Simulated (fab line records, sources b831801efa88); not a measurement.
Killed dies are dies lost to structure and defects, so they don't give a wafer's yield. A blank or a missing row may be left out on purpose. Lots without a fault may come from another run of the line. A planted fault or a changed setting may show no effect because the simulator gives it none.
Problem report in the 8D (eight disciplines) form, filled by code | flow sky130 | the parts of the form that need people (team, actions taken, sign-off) are left out

1. THE PROBLEM
VIA3_W_RS at SKY_VIA3_RS_MEAS_22 reads a mean of 1.107 ohm/sq on 6 wafers of 2 lots; wafers without a fault read 0.296 ohm/sq with a standard deviation of 0.004. That is +99 or more standard deviations from the usual mean.
The step: measures by four-point-probe.
First seen on wafer L262.3, day 43 13:22, on film_metro-03. The record holds 30 wafers of 10 lots with a number at this step. Rule for "out", or "out of limits": more than 4 standard deviations from the usual mean. The other wafers with a number count as sound.

2. WHAT IT IS AND WHAT IT IS NOT
question                    | is                     | is not
which readings at this step | VIA3_W_RS              | -
which lots                  | L262, L266             | L250, L251, L253, L254, L255, L256, L265, L271
which wafers of those lots  | all that have a number | -
read on which gauges        | film_metro-03          | film_metro-01, film_metro-02
when                        | from day 43 13:22      | up to then (18 sound wafers); but 6 sound wafers of L265, L271 came after

3. SUSPECTS, AND WHAT RULES EACH OUT
Counting: a tool at a process step up to the reading stays a suspect if it ran every lot that is out and no sound lot after the first of them.
- the gauge at SKY_VIA3_RS_MEAS_22: ruled out. All the wafers that are out were read on film_metro-03, but those of them that SKY_VIA3_CMP_24 has rows for are out there too, on other tools.
- cvd_w-02 at SKY_VIA3_CVD_21 (deposits W, target thk 390 nm, time 117.31 s): kept. It ran every lot that is out, first L262 (day 43 13:14), and no sound lot after that; its last sound lot up to then is L256 (day 41 17:59).
Left after counting: cvd_w-02 at SKY_VIA3_CVD_21.

4. THE CAUSE (what the simulator had put in)
Process parameter drift: cvd_w-02, from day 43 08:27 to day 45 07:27, at SKY_VIA3_CVD_21. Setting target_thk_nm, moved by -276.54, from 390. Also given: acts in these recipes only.
Counting left only this tool.

5. THE CHAIN OF EFFECTS, in route order
Each row: a reading whose mean over the struck wafers that have a number lies more than 3 standard deviations from the usual. Only readings for which the record gives a usual standard deviation are gone through. hours: the time from each lot's start at the first step in this table that gives one to its start at this step, as a median over the lots. sigmas: the change in usual standard deviations.
hours | step                 | reading            | usual        | on struck wafers | change | sigmas
0     | SKY_VIA3_RS_MEAS_22  | VIA3_W_RS          | 0.296 ohm/sq | 1.107            | +0.811 | +99 or more
0     | SKY_VIA3_THK_MEAS_23 | VIA3_W_THK         | 376 nm       | 105              | -271   | -37
0     | SKY_VIA3_CMP_24      | time_to_endpoint_s | 96 s         | 28               | -68    | -13
The process steps in it:
- SKY_VIA3_CMP_24: polishes, stops on SiO2, t overpolish 20 s, target thk 0 nm.
Later measuring or inspecting steps at which every struck wafer that the step has a row for has a number for every such reading, and none has moved that far: SKY_CAP2M_RS_MEAS_03.

6. WHAT WOULD HAVE CAUGHT IT SOONER
In this record the first reading out of limits at a measuring or inspecting step was taken at day 43 13:22, 5 hours after the fault began at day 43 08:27.
Of the tool readings at SKY_VIA3_CVD_21 for which the record gives a usual standard deviation, none was out on any struck wafer, so an alarm limit of 4 standard deviations on them would not have fired.
Of the lots that are out (2), L266 began SKY_VIA3_CVD_21 on cvd_w-02 after day 43 13:22. A hold on the tool at that time would have spared it.
